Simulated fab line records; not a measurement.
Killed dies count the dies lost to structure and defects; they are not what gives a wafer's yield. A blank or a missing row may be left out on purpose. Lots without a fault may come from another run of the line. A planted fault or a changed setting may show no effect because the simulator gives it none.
fab line records	flow sky130
record lots=12	wafers=36	last-day=50
route steps=708 shown VT_ADJUST_HVTR@141 SONOS_TUNNEL@162 SONOS_ONO@172 PAD_OPEN@708
lots untouched by any fault: they come from a run of this same line in which no faults occurred
start-h: start of the lot's first displayed wafer, in hours after the record's first day	wait-h: hours from the lot's prior step to this one	" as in the row above	L1.1+2: a row that stands for several wafers	- no value, or no start given	* or withheld: withheld	< > ~ a bound
route shown NAME@n: a module of which the file shows steps, and the number in the route of the first	usual: mean/standard deviation taken from wafers without a fault	same: alike in all rows	chamber/n: place in a boat	sites: readings site by site	_std_site: how widely they spread, as a standard deviation	_edge_site: inner sites' mean taken away from outer sites' mean	radius-mm: how far each site lies from the wafer's centre	mask NAME#n: copy n	behind: the most recent tool/chamber to have shaped the wafer	hold: why the lot was held/for how many hours/how that ended	device: the transistor (n, p or np) that didn't switch	end of line: the same wafers' tests at the end of the route	for a step that has no rows: nothing shown but its recipe	killed: count of dies lost to structure and defects at first sort (not the wafer's yield)	map: a wafer's dies, x killed, . not, _ none there
set.NAME: the setting the step ran with; set.NAME@STEP: the setting that earlier step ran with	model.NAME: the simulator's own value behind a step, which no gauge read
steps of the route over a sample of lots; a table a step, a row a wafer
services: from which hour (start-h, from the record's first day; less than 0 if before it) a tool's chamber was out of use, for how many hours, and why
## steps
# step SKY_VT_ADJUST_HVTR_STRIP_10
# recipe chemistry=O2/N2	power-w=1400	pressure-mtorr=1500	platen-temp-c=withheld	o2-flow-sccm=3000	n2-flow-sccm=300	overash-fraction=0.5
# usual chamber-pressure-mTorr=1500.0/1.3	drypump-motor-current-A=5.7/0.32	oes-product-au=0.716/0.0045	strip-time-to-endpoint-s=14.20/0.04
lot.wafer	tool	chamber	start-h	wait-h	chamber-pressure-mTorr	drypump-motor-current-A	oes-product-au	rf-hours-counter-h	strip-time-to-endpoint-s
L849.1	plasma-asher-01	1	210.95	0.1	1499.8	5.8	0.719	8	14.24
L849.2	"	0	"	"	1499.0	5.9	0.720	8	14.23
L849.3	"	1	"	"	1500.5	5.8	0.715	-	14.21
L851.4	plasma-asher-01	1	219.19	0.1	1502.2	5.8	0.716	-	14.15
L851.5	"	0	"	"	1499.9	5.9	0.709	-	14.18
L851.6	"	1	"	"	1502.0	5.8	0.712	-	14.18
L852.1	plasma-asher-02	0	229.55	0.1	1498.7	6.0	0.713	38	14.25
L852.4	"	1	"	"	1501.1	5.7	0.720	-	14.22
L852.5	"	0	"	"	1500.5	6.0	0.719	-	14.24
L855.1	plasma-asher-01	1	251.86	0.1	1498.9	5.8	0.716	12	14.14
L855.2	"	0	"	"	1501.0	5.9	0.714	12	14.16
L855.4	"	1	"	"	1502.3	5.8	0.723	-	14.13
L858.1	plasma-asher-02	0	270.15	0.1	1498.8	6.0	0.725	42	14.15
L858.2	"	1	"	"	1498.2	5.7	0.709	42	14.18
L858.4	"	0	"	"	1500.3	6.0	0.718	-	14.17
L860.2	plasma-asher-02	0	284.50	0.1	1499.7	6.1	0.715	43	14.28
L860.3	"	0	"	"	1501.9	6.0	0.717	-	14.27
L860.5	"	1	"	"	1500.8	5.7	0.714	-	14.29
L861.1	plasma-asher-02	0	294.36	0.1	1499.3	6.1	0.715	44	14.23
L861.3	"	1	"	"	1501.3	5.7	0.722	-	14.23
L861.6	"	0	"	"	1501.0	6.0	0.714	-	14.27
L862.1	plasma-asher-01	1	302.31	0.1	1500.2	5.8	0.713	17	14.15
L862.4	"	0	"	"	1501.6	5.9	0.716	-	14.18
L862.5	"	1	"	"	1500.7	5.8	0.719	-	14.17
L869.2	plasma-asher-02	0	351.20	0.1	1501.4	6.1	0.716	50	14.22
L869.4	"	1	"	"	1500.0	5.7	0.709	-	14.21
L869.5	"	1	"	"	1500.5	5.7	0.722	-	14.18
L870.2	plasma-asher-02	0	358.11	0.1	1500.3	6.1	0.721	50	14.18
L870.3	"	0	"	"	1497.6	6.1	0.720	-	14.15
L870.4	"	1	"	"	1499.5	5.7	0.719	-	14.16
L871.2	plasma-asher-01	1	364.76	0.1	1498.9	5.8	0.712	23	14.23
L871.3	"	1	"	"	1501.1	5.8	0.715	-	14.20
L871.4	"	0	"	"	1501.2	5.8	0.706	-	14.22
L872.2	plasma-asher-04	0	375.46	0.1	1498.4	5.8	0.708	70	14.14
L872.4	"	0	"	"	1499.8	5.8	0.709	-	14.12
L872.6	"	0	"	"	1498.4	5.7	0.712	-	14.13
# step SKY_SONOS_TUNNEL_OVL_MEAS_08
# usual SONOS_TUNNEL_OVL=-1.2/1.5
lot.wafer	tool	chamber	start-h	wait-h	SONOS_TUNNEL_OVL[nm]
L849.1	overlay-01	-	257.59	0.1	0.7
L849.2	"	-	"	"	-1.7
L849.3	"	-	"	"	-1.3
L851.4	overlay-01	-	265.39	0.1	0.1
L851.5	"	-	"	"	-1.7
L851.6	"	-	"	"	-1.5
L852.1	overlay-01	-	278.29	0.1	-0.6
L852.4	"	-	"	"	-0.7
L852.5	"	-	"	"	-1.2
L855.1	overlay-01	-	302.37	0.1	2.0
L855.2	"	-	"	"	-0.8
L855.4	"	-	"	"	-3.1
L858.1	overlay-02	-	321.23	0.1	-2.1
L858.2	"	-	"	"	-1.6
L858.4	"	-	"	"	-0.6
L860.2	overlay-02	-	336.33	0.1	-3.1
L860.3	"	-	"	"	-3.9
L860.5	"	-	"	"	-2.9
L861.1	overlay-02	-	347.22	0.1	-0.7
L861.3	"	-	"	"	-1.4
L861.6	"	-	"	"	-3.1
L862.1	overlay-01	-	355.22	0.1	-1.6
L862.4	"	-	"	"	-0.8
L862.5	"	-	"	"	-1.2
L869.2	overlay-02	-	410.20	0.1	0.2
L869.4	"	-	"	"	1.7
L869.5	"	-	"	"	1.0
L870.2	overlay-02	-	415.90	0.1	-1.3
L870.3	"	-	"	"	-0.1
L870.4	"	-	"	"	-1.4
L871.2	overlay-01	-	424.13	0.1	0.0
L871.3	"	-	"	"	-0.9
L871.4	"	-	"	"	-1.1
L872.2	overlay-02	-	434.40	0.1	-2.4
L872.4	"	-	"	"	-2.5
L872.6	"	-	"	"	0.4
# step SKY_SONOS_TUNNEL_TW_MEAS_12
# usual SONOS_TUNNEL_TW=196.4/2
lot.wafer	tool	chamber	start-h	wait-h	SONOS_TUNNEL_TW
L849.1	film-metro-02	-	258.04	0.0	194.3
L849.2	"	-	"	"	193.7
L849.3	"	-	"	"	194.8
L851.4	film-metro-01	-	265.85	0.0	197.1
L851.5	"	-	"	"	197.1
L851.6	"	-	"	"	196.4
L852.1	film-metro-01	-	278.73	0.0	196.4
L852.4	"	-	"	"	196.8
L852.5	"	-	"	"	196.4
L855.1	film-metro-01	-	302.81	0.0	197.5
L855.2	"	-	"	"	197.3
L855.4	"	-	"	"	197.3
L858.1	film-metro-01	-	321.78	0.0	196.0
L858.2	"	-	"	"	197.4
L858.4	"	-	"	"	197.3
L860.2	film-metro-04	-	336.78	0.0	197.4
L860.3	"	-	"	"	196.7
L860.5	"	-	"	"	197.4
L861.1	film-metro-01	-	347.66	0.0	199.4
L861.3	"	-	"	"	198.9
L861.6	"	-	"	"	197.9
L862.1	film-metro-04	-	355.70	0.0	196.9
L862.4	"	-	"	"	198.2
L862.5	"	-	"	"	197.6
L869.2	film-metro-04	-	410.66	0.0	197.9
L869.4	"	-	"	"	197.8
L869.5	"	-	"	"	199.4
L870.2	film-metro-02	-	416.36	0.0	194.4
L870.3	"	-	"	"	192.9
L870.4	"	-	"	"	193.5
L871.2	film-metro-02	-	424.80	0.0	194.2
L871.3	"	-	"	"	194.2
L871.4	"	-	"	"	194.8
L872.2	film-metro-01	-	434.87	0.0	197.2
L872.4	"	-	"	"	197.9
L872.6	"	-	"	"	197.1
# step SKY_SONOS_ONO_CVD_04
# recipe material=SiO2	precursor=SiH4/N2O	target-thk-nm=5.7199	temp-c=900	pressure-mtorr=400
# usual zone-power-lower-pct=18.5/1.1	zone-power-top-pct=37/7.7
lot.wafer	tool	chamber	start-h	wait-h	zone-power-lower-pct	zone-power-top-pct
L849.1	lpcvd-03	0	262.89	0.1	17.6	42
L849.2	"	0	"	"	17.8	42
L849.3	"	0	"	"	17.6	43
L851.4	lpcvd-03	1	271.84	0.0	20.0	26
L851.5	"	1	"	"	20.1	27
L851.6	"	1	"	"	20.2	27
L852.1	lpcvd-03	1	283.75	0.1	20.1	26
L852.4	"	1	"	"	19.8	27
L852.5	"	1	"	"	20.1	27
L855.1	lpcvd-03	0	306.13	0.1	17.8	43
L855.2	"	0	"	"	17.5	42
L855.4	"	0	"	"	17.8	43
L858.1	lpcvd-03	0	324.86	0.1	17.9	43
L858.2	"	0	"	"	17.6	43
L858.4	"	0	"	"	17.7	43
L860.2	lpcvd-03	0	344.35	0.0	17.7	43
L860.3	"	0	"	"	17.3	43
L860.5	"	0	"	"	17.6	43
L861.1	lpcvd-03	0	355.72	0.1	17.8	43
L861.3	"	0	"	"	17.7	42
L861.6	"	0	"	"	18.0	43
L862.1	lpcvd-03	0	362.91	0.1	17.8	43
L862.4	"	0	"	"	17.9	43
L862.5	"	0	"	"	17.7	42
L869.2	lpcvd-03	0	417.20	0.0	18.1	42
L869.4	"	0	"	"	17.7	43
L869.5	"	0	"	"	17.8	43
L870.2	lpcvd-03	1	422.60	0.0	20.0	27
L870.3	"	1	"	"	19.9	26
L870.4	"	1	"	"	19.9	26
L871.2	lpcvd-03	1	433.09	0.0	20.0	27
L871.3	"	1	"	"	20.4	27
L871.4	"	1	"	"	20.0	27
L872.2	lpcvd-03	0	438.49	0.0	17.6	43
L872.4	"	0	"	"	17.7	43
L872.6	"	0	"	"	17.6	43
# step SKY_SONOS_ONO_THK_MEAS_05
# recipe reads=SiO2_of_SONOS_ONO_CVD_04
# usual SONOS_ONO_CVD_04_THK=5.75/0.1
lot.wafer	tool	chamber	start-h	wait-h	SONOS_ONO_CVD_04_THK[nm]
L849.1	film-metro-02	-	264.14	0.0	5.97
L849.2	"	-	"	"	5.95
L849.3	"	-	"	"	6.03
L851.4	film-metro-03	-	273.12	0.0	5.75
L851.5	"	-	"	"	5.75
L851.6	"	-	"	"	5.78
L852.1	film-metro-02	-	285.00	0.0	5.83
L852.4	"	-	"	"	5.86
L852.5	"	-	"	"	5.80
L855.1	film-metro-03	-	307.38	0.0	5.98
L855.2	"	-	"	"	5.90
L855.4	"	-	"	"	5.98
L858.1	film-metro-01	-	326.11	0.0	5.63
L858.2	"	-	"	"	5.71
L858.4	"	-	"	"	5.65
L860.2	film-metro-02	-	345.61	0.0	6.04
L860.3	"	-	"	"	5.98
L860.5	"	-	"	"	6.21
L861.1	film-metro-01	-	356.97	0.0	6.10
L861.3	"	-	"	"	6.22
L861.6	"	-	"	"	5.97
L862.1	film-metro-03	-	364.16	0.0	6.06
L862.4	"	-	"	"	6.13
L862.5	"	-	"	"	6.05
L869.2	film-metro-01	-	418.46	0.0	5.50
L869.4	"	-	"	"	5.71
L869.5	"	-	"	"	5.58
L870.2	film-metro-03	-	423.86	0.0	5.77
L870.3	"	-	"	"	5.76
L870.4	"	-	"	"	5.83
L871.2	film-metro-02	-	434.35	0.0	5.65
L871.3	"	-	"	"	5.65
L871.4	"	-	"	"	5.63
L872.2	film-metro-01	-	440.38	0.0	5.64
L872.4	"	-	"	"	5.94
L872.6	"	-	"	"	5.87
# step SKY_PAD_OPEN_PROBE_99
# usual killed_at_M0_to_M3=41/6.2	killed_at_M4_up=3.0/1.7	killed-at-contacts=25/5.8	killed-at-front-end=16/4.5	killed-at-other=0.2/0.42	killed-dies=85/8.4	killed-on-rim=17/4.1	killed-open=46/5.9	killed-short=39/6.3
# same gross-dies=492	killed-at-back-side=0
lot.wafer	tool	chamber	start-h	wait-h	killed_at_M0_to_M3	killed_at_M4_up	killed-at-contacts	killed-at-front-end	killed-at-other	killed-dies	killed-on-rim	killed-open	killed-short
L849.1	prober-02	-	1083.19	0.1	49	5	10	14	0	78	12	43	35
L849.2	prober-02	-	1083.24	0.1	38	2	31	30	0	101	17	63	38
L849.3	prober-02	-	1083.29	0.2	35	2	19	19	0	75	11	43	32
L851.4	prober-02	-	1090.72	0.2	43	4	30	19	0	96	21	55	41
L851.5	prober-02	-	1090.77	0.2	32	4	32	19	1	88	24	46	42
L851.6	prober-02	-	1090.82	0.2	51	2	24	13	0	90	18	53	37
L852.1	prober-01	-	1102.48	0.1	35	7	40	7	1	90	23	54	36
L852.4	prober-01	-	1102.63	0.2	36	1	24	13	0	74	12	42	32
L852.5	prober-01	-	1102.68	0.2	37	4	35	13	0	89	15	56	33
L855.1	prober-02	-	1120.05	0.1	38	4	15	13	0	70	12	35	35
L855.2	prober-02	-	1120.10	0.1	40	4	25	16	0	85	16	41	44
L855.4	prober-02	-	1120.20	0.2	32	4	19	10	0	65	15	35	30
L858.1	prober-01	-	1131.65	0.1	45	2	25	9	0	81	12	49	31
L858.2	prober-01	-	1131.70	0.1	41	2	28	18	1	90	20	51	38
L858.4	prober-01	-	1131.80	0.2	51	3	24	16	0	94	18	45	46
L860.2	prober-01	-	1146.01	0.1	44	1	19	13	1	78	13	47	31
L860.3	prober-01	-	1146.06	0.2	42	6	15	25	0	88	12	47	41
L860.5	prober-01	-	1146.16	0.2	39	3	24	15	0	81	15	40	41
L861.1	prober-02	-	1152.11	0.1	43	3	26	13	0	85	18	51	34
L861.3	prober-02	-	1152.21	0.2	45	4	19	16	0	84	12	50	34
L861.6	prober-02	-	1152.36	0.2	47	7	24	16	1	95	23	55	40
L862.1	prober-01	-	1159.86	0.1	47	3	23	16	0	89	21	49	38
L862.4	prober-01	-	1160.01	0.2	49	0	15	21	1	86	16	41	42
L862.5	prober-01	-	1160.06	0.2	45	5	20	16	0	86	10	47	37
L869.2	prober-01	-	1187.02	0.1	33	6	20	20	0	79	11	37	42
L869.4	prober-01	-	1187.12	0.2	42	3	25	10	0	80	13	44	36
L869.5	prober-01	-	1187.17	0.2	39	6	20	20	0	85	19	35	48
L870.2	prober-01	-	1191.62	0.1	43	5	24	25	0	97	13	45	52
L870.3	prober-01	-	1191.67	0.2	27	1	27	30	1	86	13	55	30
L870.4	prober-01	-	1191.72	0.2	30	1	26	17	1	75	11	37	37
L871.2	prober-02	-	1197.39	0.1	49	2	15	15	0	81	20	50	30
L871.3	prober-02	-	1197.44	0.2	36	2	24	17	0	79	17	46	33
L871.4	prober-02	-	1197.49	0.2	36	0	26	12	0	74	12	45	28
L872.2	prober-01	-	1202.86	0.1	45	4	15	11	0	75	17	41	34
L872.4	prober-01	-	1202.96	0.2	34	2	27	14	0	77	14	45	32
L872.6	prober-01	-	1203.06	0.2	38	6	20	16	0	80	19	39	41
# killed by level:class
L849.1 VIA1:geometric-particle:open=14 VIA2:geometric-particle:open=7 VIA1:geometric-particle:short=6 METAL2:geometric-particle:short=6 FIELD_ISO:geometric-particle:open=5 VIA3:geometric-particle:open=5 FIELD_ISO:geometric-particle:short=4 METAL1:geometric-particle:short=4
L849.2 CONTACT:geometric-particle:open=13 VIA1:geometric-particle:open=12 LI_CONTACT:geometric-particle:open=8 FIELD_ISO:geometric-particle:open=7 POLY_GATE:geometric-particle:short=7 VIA2:geometric-particle:open=6 POLY_GATE:geometric-particle:open=5 LOCAL_INTERCONNECT:geometric-particle:short=5
L849.3 VIA3:geometric-particle:open=8 CONTACT:geometric-particle:open=7 POLY_GATE:geometric-particle:open=7 METAL2:geometric-particle:short=7 LOCAL_INTERCONNECT:geometric-particle:short=5 VIA2:geometric-particle:open=5 FIELD_ISO:geometric-particle:open=4 FIELD_ISO:geometric-particle:short=4
L851.4 LI_CONTACT:geometric-particle:open=11 VIA3:geometric-particle:open=7 VIA1:geometric-particle:open=7 CONTACT:geometric-particle:short=6 VIA2:geometric-particle:open=6 CONTACT:geometric-particle:open=6 VIA1:geometric-particle:short=5 METAL2:geometric-particle:short=5
L851.5 LI_CONTACT:geometric-particle:open=10 CONTACT:geometric-particle:short=9 CONTACT:geometric-particle:open=8 VIA1:geometric-particle:open=7 VIA1:geometric-particle:short=7 FIELD_ISO:geometric-particle:short=5 POLY_GATE:geometric-particle:short=5 VIA2:geometric-particle:open=4
L851.6 VIA1:geometric-particle:open=15 CONTACT:geometric-particle:open=11 VIA2:geometric-particle:open=10 VIA3:geometric-particle:short=7 METAL1:geometric-particle:short=6 FIELD_ISO:geometric-particle:open=4 LI_CONTACT:geometric-particle:open=4 LOCAL_INTERCONNECT:geometric-particle:short=4
L852.1 CONTACT:geometric-particle:open=13 LI_CONTACT:geometric-particle:open=10 VIA1:geometric-particle:open=10 VIA2:geometric-particle:open=9 CONTACT:geometric-particle:short=7 LOCAL_INTERCONNECT:geometric-particle:short=6 FIELD_ISO:geometric-particle:short=4 METAL4:geometric-particle:short=4
L852.4 VIA1:geometric-particle:open=9 CONTACT:geometric-particle:open=8 LI_CONTACT:geometric-particle:open=6 METAL1:geometric-particle:short=6 LOCAL_INTERCONNECT:geometric-particle:short=5 VIA3:geometric-particle:open=5 METAL3:geometric-particle:short=4 POLY_GATE:geometric-particle:open=3
L852.5 CONTACT:geometric-particle:open=12 LI_CONTACT:geometric-particle:open=10 VIA3:geometric-particle:open=10 CONTACT:geometric-particle:short=7 METAL1:geometric-particle:short=6 FIELD_ISO:geometric-particle:open=5 VIA1:geometric-particle:open=5 VIA3:geometric-particle:short=4
L855.1 VIA1:geometric-particle:open=10 VIA2:geometric-particle:open=7 METAL1:geometric-particle:short=5 VIA3:geometric-particle:open=5 FIELD_ISO:geometric-particle:short=4 POLY_GATE:geometric-particle:short=4 LI_CONTACT:geometric-particle:short=4 CONTACT:geometric-particle:open=4
L855.2 CONTACT:geometric-particle:open=10 VIA1:geometric-particle:open=10 VIA3:geometric-particle:open=8 METAL1:geometric-particle:short=7 METAL2:geometric-particle:short=6 LI_CONTACT:geometric-particle:short=5 LOCAL_INTERCONNECT:geometric-particle:short=5 FIELD_ISO:geometric-particle:short=4
L855.4 CONTACT:geometric-particle:open=9 VIA2:geometric-particle:open=6 VIA1:geometric-particle:short=6 VIA3:geometric-particle:open=6 FIELD_ISO:geometric-particle:open=5 METAL1:geometric-particle:short=4 VIA3:geometric-particle:short=4 METAL4:geometric-particle:short=4
L858.1 CONTACT:geometric-particle:open=17 VIA1:geometric-particle:open=8 VIA3:geometric-particle:open=7 METAL3:geometric-particle:short=6 METAL1:geometric-particle:short=6 VIA2:geometric-particle:open=6 POLY_GATE:geometric-particle:open=5 LOCAL_INTERCONNECT:geometric-particle:short=4
L858.2 CONTACT:geometric-particle:open=14 VIA1:geometric-particle:open=9 METAL1:geometric-particle:short=7 VIA3:geometric-particle:open=7 POLY_GATE:geometric-particle:open=5 METAL2:geometric-particle:short=5 POLY_GATE:geometric-particle:short=4 FIELD_ISO:geometric-particle:short=3
L858.4 METAL1:geometric-particle:short=13 CONTACT:geometric-particle:open=10 VIA1:geometric-particle:open=7 METAL2:geometric-particle:short=7 VIA3:geometric-particle:open=7 LOCAL_INTERCONNECT:geometric-particle:short=5 VIA2:geometric-particle:open=5 FIELD_ISO:geometric-particle:short=4
L860.2 VIA1:geometric-particle:open=13 CONTACT:geometric-particle:open=7 LI_CONTACT:geometric-particle:open=5 METAL1:geometric-particle:short=5 METAL2:geometric-particle:short=5 FIELD_ISO:geometric-particle:short=4 VIA3:geometric-particle:open=4 VIA2:geometric-particle:open=4
L860.3 VIA1:geometric-particle:open=12 FIELD_ISO:geometric-particle:open=8 FIELD_ISO:geometric-particle:short=6 METAL2:geometric-particle:short=6 LI_CONTACT:geometric-particle:open=5 CONTACT:geometric-particle:short=5 VIA3:geometric-particle:open=5 VIA1:geometric-particle:short=4
L860.5 VIA1:geometric-particle:open=11 FIELD_ISO:geometric-particle:short=7 VIA3:geometric-particle:open=7 LI_CONTACT:geometric-particle:open=6 CONTACT:geometric-particle:short=5 CONTACT:geometric-particle:open=5 METAL2:geometric-particle:short=5 LOCAL_INTERCONNECT:geometric-particle:short=4
L861.1 CONTACT:geometric-particle:open=14 VIA1:geometric-particle:open=10 LI_CONTACT:geometric-particle:open=7 VIA1:geometric-particle:short=7 VIA3:geometric-particle:open=5 FIELD_ISO:geometric-particle:short=4 METAL2:geometric-particle:short=4 VIA2:geometric-particle:open=4
L861.3 VIA1:geometric-particle:open=10 CONTACT:geometric-particle:open=8 FIELD_ISO:geometric-particle:short=5 METAL1:geometric-particle:short=5 METAL1:geometric-particle:open=5 METAL2:geometric-particle:short=5 VIA2:geometric-particle:open=5 FIELD_ISO:geometric-particle:open=4
L861.6 VIA1:geometric-particle:open=12 CONTACT:geometric-particle:open=7 METAL2:geometric-particle:short=7 FIELD_ISO:geometric-particle:short=6 LI_CONTACT:geometric-particle:open=6 VIA2:geometric-particle:open=6 VIA3:geometric-particle:open=6 VIA1:geometric-particle:short=5
L862.1 VIA1:geometric-particle:open=11 VIA2:geometric-particle:open=8 LI_CONTACT:geometric-particle:open=7 CONTACT:geometric-particle:open=7 VIA1:geometric-particle:short=6 METAL1:geometric-particle:short=6 FIELD_ISO:geometric-particle:open=5 POLY_GATE:geometric-particle:open=4
L862.4 VIA1:geometric-particle:open=13 VIA2:geometric-particle:open=9 METAL2:geometric-particle:short=7 VIA1:geometric-particle:short=6 METAL3:geometric-particle:short=6 FIELD_ISO:geometric-particle:short=5 POLY_GATE:geometric-particle:open=5 CONTACT:geometric-particle:open=5
L862.5 CONTACT:geometric-particle:open=9 VIA3:geometric-particle:open=9 VIA1:geometric-particle:short=6 METAL2:geometric-particle:short=6 VIA2:geometric-particle:open=6 VIA1:geometric-particle:open=5 LI_CONTACT:geometric-particle:open=4 FIELD_ISO:geometric-particle:open=3
L869.2 CONTACT:geometric-particle:open=10 VIA3:geometric-particle:open=7 METAL4:geometric-particle:short=6 POLY_GATE:geometric-particle:open=5 METAL2:geometric-particle:short=5 FIELD_ISO:geometric-particle:short=4 POLY_GATE:geometric-particle:short=4 VIA2:geometric-particle:short=4
L869.4 CONTACT:geometric-particle:open=11 VIA1:geometric-particle:open=10 VIA3:geometric-particle:open=8 METAL1:geometric-particle:short=7 CONTACT:geometric-particle:short=5 VIA2:geometric-particle:open=5 FIELD_ISO:geometric-particle:open=3 FIELD_ISO:geometric-particle:short=3
L869.5 FIELD_ISO:geometric-particle:short=7 VIA2:geometric-particle:short=7 POLY_GATE:geometric-particle:short=6 CONTACT:geometric-particle:open=6 CONTACT:geometric-particle:short=5 VIA1:geometric-particle:open=5 VIA2:geometric-particle:open=5 POLY_GATE:geometric-particle:open=4
L870.2 LOCAL_INTERCONNECT:geometric-particle:short=10 METAL1:geometric-particle:short=8 VIA1:geometric-particle:open=8 METAL2:geometric-particle:short=8 POLY_GATE:geometric-particle:open=6 CONTACT:geometric-particle:open=6 FIELD_ISO:geometric-particle:short=5 FIELD_ISO:geometric-particle:open=5
L870.3 CONTACT:geometric-particle:open=11 FIELD_ISO:geometric-particle:open=9 POLY_GATE:geometric-particle:open=8 VIA2:geometric-particle:open=6 LI_CONTACT:geometric-particle:open=6 VIA1:geometric-particle:open=6 FIELD_ISO:geometric-particle:short=5 CONTACT:geometric-particle:short=5
L870.4 CONTACT:geometric-particle:open=9 CONTACT:geometric-particle:short=7 VIA3:geometric-particle:open=6 VIA1:geometric-particle:short=5 FIELD_ISO:geometric-particle:short=4 FIELD_ISO:geometric-particle:open=4 POLY_GATE:geometric-particle:short=4 LI_CONTACT:geometric-particle:open=4
L871.2 VIA1:geometric-particle:open=10 VIA3:geometric-particle:open=9 FIELD_ISO:geometric-particle:open=6 CONTACT:geometric-particle:open=6 LI_CONTACT:geometric-particle:open=5 VIA1:geometric-particle:short=5 VIA2:geometric-particle:open=5 FIELD_ISO:geometric-particle:short=4
L871.3 LI_CONTACT:geometric-particle:open=11 VIA1:geometric-particle:open=7 METAL1:geometric-particle:short=6 CONTACT:geometric-particle:open=5 VIA2:geometric-particle:open=5 CONTACT:geometric-particle:short=4 METAL2:geometric-particle:short=4 VIA3:geometric-particle:open=4
L871.4 CONTACT:geometric-particle:open=10 VIA3:geometric-particle:open=10 LI_CONTACT:geometric-particle:open=7 LOCAL_INTERCONNECT:geometric-particle:short=4 CONTACT:geometric-particle:short=4 METAL2:geometric-particle:short=4 VIA1:geometric-particle:open=4 FIELD_ISO:geometric-particle:short=3
L872.2 VIA1:geometric-particle:open=14 VIA2:geometric-particle:open=7 VIA1:geometric-particle:short=6 POLY_GATE:geometric-particle:short=5 VIA3:geometric-particle:open=5 CONTACT:geometric-particle:open=4 VIA2:geometric-particle:short=4 LI_CONTACT:geometric-particle:short=3
L872.4 CONTACT:geometric-particle:open=11 VIA1:geometric-particle:open=8 VIA3:geometric-particle:open=7 LI_CONTACT:geometric-particle:open=6 VIA2:geometric-particle:open=5 METAL2:geometric-particle:short=5 POLY_GATE:geometric-particle:short=4 VIA1:geometric-particle:short=4
L872.6 VIA1:geometric-particle:open=10 CONTACT:geometric-particle:open=6 FIELD_ISO:geometric-particle:short=5 METAL3:geometric-particle:short=5 METAL2:geometric-particle:short=5 METAL4:geometric-particle:short=5 FIELD_ISO:geometric-particle:open=4 LI_CONTACT:geometric-particle:open=4
## services
tool	chamber	start-h	hours	kind
plasma-asher-04	-	224.98	0.9	repair
plasma-asher-02	-	248.44	1.8	repair
plasma-asher-02	-	248.92	3.6	repair
plasma-asher-02	-	292.92	0.7	repair
plasma-asher-01	-	325.24	2.8	repair
plasma-asher-01	-	341.39	0.8	repair
lpcvd-03	-	345.95	1.4	repair
plasma-asher-04	-	376.93	2.8	pm
plasma-asher-02	-	379.23	2.2	repair
plasma-asher-01	-	383.35	2.2	repair
plasma-asher-02	-	418.67	15.6	pm
plasma-asher-04	-	421.25	9.0	pm
plasma-asher-04	0	421.25	9.0	vent-cycle
plasma-asher-04	1	421.25	9.0	vent-cycle
plasma-asher-04	0	430.25	-	clean
plasma-asher-04	1	430.25	-	clean
## key
first-sign step=SKY_SONOS_ONO_THK_MEAS_05	reading=SONOS_ONO_CVD_04_THK	direction=up	sigmas=3.2	usual=5.75	struck=6.08
effect none on later readings
met-at SKY_SONOS_ONO_CVD_04
struck-lots L860,L861,L862
tester-left-out L860,L861,L862
not-acting-at SKY_VT_ADJUST_HVTR_STRIP_10,SKY_SONOS_TUNNEL_OVL_MEAS_08,SKY_SONOS_TUNNEL_TW_MEAS_12
onset-between 324.86 344.35
fault kind=process-parameter-drift	tool=lpcvd-03	chamber=-	onset-h=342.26	steps=SKY_SONOS_ONO_CVD_04	channel=target-thk-nm	offset=0.3634	shape=step	end-h=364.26	stated=5.7199
# tester-left-out: of these lots the tester's yield and bins aren't shown, on N5 and GAA mostly nor the transistor test; their killed dies are dies lost to structure and defects alone, not to doping, threshold or leakage, so they don't give the yield
